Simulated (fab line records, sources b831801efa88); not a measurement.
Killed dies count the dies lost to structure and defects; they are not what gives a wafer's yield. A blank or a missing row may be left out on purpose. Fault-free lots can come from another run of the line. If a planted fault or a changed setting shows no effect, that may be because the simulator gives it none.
A lot that was struck, set against a sound lot | flow gf180mcu | 23 out of 602 route steps
Sound: these wafers, L876.2, L876.3, L876.5. Struck: wafer L884.6. (L884.3, L884.5 of the same lot were not struck and are left out.) The cause comes at the end.
Order at every step that has rows: each side's tool, ch and its chambers, its first start. Under that, the readings that differ: sound wafers | struck wafers | difference of the means | sigmas: that difference in standard deviations of wafers without a fault.
alike: words and numbers the same on both sides, and readings whose means are apart by under 2 such deviations; not compared: readings that were withheld, readings missing a value for some wafer, numbers with overlapping values and no deviation given by the record, and bounds like >300 which may hide the same value.
The two part at a step that has a row with sigmas, a row that says differs or no value, or rows on one side only. Numbers that have no deviation but don't overlap get no sigmas and don't part them. A reading that every wafer of one side lacks parts them only if that side has two wafers or more.

GF_M1_STRIP_17: strips in O2/N2.
  sound on plasma-asher-01 ch 0,1, day 17 01:06; struck on plasma-asher-02 ch 1, day 20 11:44
  alike: drypump-motor-current-A, heater-power-w, oes-product-au, platen-temp-c, strip-time-to-endpoint-s
  not compared: rf-hours-counter-h
then, 3 steps without rows for these wafers: GF_M1_STRIP_18 (strips in post etch residue remover, time 1200 s); GF_M1_CLEAN_19 (cleans in DIW); GF_V1_CVD_00 (deposits SiO2, target thk 600 nm, time 100 s).
GF_V1_THK_MEAS_01:
  sound: film-metro-03 at day 17 01:43; struck: film-metro-01 at day 20 12:19
  alike: V1_CVD_00_THK
GF_V1_CVD_02: deposits SiO2 from TEOS, target thk 850 nm, time 94.851 s.
  sound on pecvd-04 ch 0,1,2, day 17 01:46; struck on pecvd-04 ch 2, day 20 12:22
  alike: heater-power-w
GF_V1_THK_MEAS_03:
  sound: film-metro-01 at day 17 01:50; struck: film-metro-03 at day 20 12:27
  reading            | sound       | struck | difference | sigmas
  V1_CVD_02_THK (nm) | 833 855 845 | 869    | +25        | +2
GF_V1_CMP_04: polishes SiO2.
  sound on cmp-01 ch 0,2,3, day 17 01:59; struck on cmp-01 ch 0, day 20 12:38
  alike: motor-current-A, slurry-flow-ml-min, time-to-endpoint-s
GF_V1_BOW_MEAS_05:
  sound: film-metro-02 at day 17 02:13; struck: film-metro-03 at day 20 12:50
  alike: V1_BOW
then, 3 steps without rows for these wafers: GF_V1_DEHYDRATE_06 (time 60 s); GF_V1_HMDS_07 (prime time 60 s); GF_V1_COAT_08.
GF_V1_COAT_09: resist thk 1000 nm.
  sound on litho-track-03 ch 0, day 17 13:00; struck on litho-track-01 ch 0, day 21 00:00
  reading                             | sound           | struck | difference | sigmas
  model.KrF_of_V1_COAT_09.thk-nm (nm) | 999.4 1005 1005 | 1085   | +82        |
then, 3 steps without rows for these wafers: GF_V1_SOFTBAKE_10 (time 60 s); GF_V1_EXPOSE_11 (exposes mask Via1, target cd 260 nm); GF_V1_PEB_12 (peb time 90 s).
GF_V1_DEVELOP_13: develop time 60 s.
  sound on litho-track-03 ch 0, day 18 01:02; struck on litho-track-03 ch 0, day 21 13:07
  reading                             | sound             | struck | difference | sigmas
  model.KrF_of_V1_COAT_09.thk-nm (nm) | 984.4 990.1 990.1 | 1070   | +82        |
GF_V1_CD_MEAS_14: the cd target is 260 nm.
  sound: cd-sem-01 at day 18 01:11; struck: cd-sem-01 at day 21 13:15
  reading    | sound             | struck | difference | sigmas
  cd-nm (nm) | 262.0 259.6 261.1 | 256.7  | -4.2       | -4
GF_V1_OVL_MEAS_15:
  sound: overlay-01 at day 18 01:17; struck: overlay-02 at day 21 13:20
  alike: V1_OVL
GF_V1_ETCH_16: etches BARC in N2/H2.
  sound on rie-diel-02 ch 0,1,2, day 18 01:19; struck on rie-diel-02 ch 3, day 21 13:22
  reading             | sound             | struck | difference | sigmas
  model.V1.cd-nm (nm) | 262.3 260.3 261.2 | 256.5  | -4.8       |
  alike: bias-w, drypump-motor-current-A, oes-product-au, throttle-valve-pct
GF_V1_ETCH_17: etches SiO2 in C4F8/O2/Ar, stops on TiN, target depth 630 nm.
  sound: rie-diel-02 ch 0,1,2; struck: rie-diel-02 ch 3
  reading             | sound             | struck | difference | sigmas
  model.V1.cd-nm (nm) | 262.1 260.4 261.9 | 256.2  | -5.3       |
  alike: bias-w, oes-product-au
GF_V1_STRIP_18: strips in O2/N2.
  sound on plasma-asher-02 ch 0,1, day 18 01:27; struck on plasma-asher-04 ch 0, day 21 13:32
  reading               | sound             | struck | difference | sigmas
  heater-power-w (W)    | 351 320 323       | 382    | +51        | +2
  oes-product-au (a.u.) | 0.586 0.596 0.592 | 0.625  | +0.034     | +7
  alike: drypump-motor-current-A, platen-temp-c
  not compared: rf-hours-counter-h
then, 1 step without rows for these wafers: GF_V1_STRIP_19 (strips in post etch residue remover, time 1200 s).

WHERE THEY PART
Earliest at GF_V1_THK_MEAS_03; latest, in this record, at GF_V1_STRIP_18.

WHY: whatever the simulator had introduced
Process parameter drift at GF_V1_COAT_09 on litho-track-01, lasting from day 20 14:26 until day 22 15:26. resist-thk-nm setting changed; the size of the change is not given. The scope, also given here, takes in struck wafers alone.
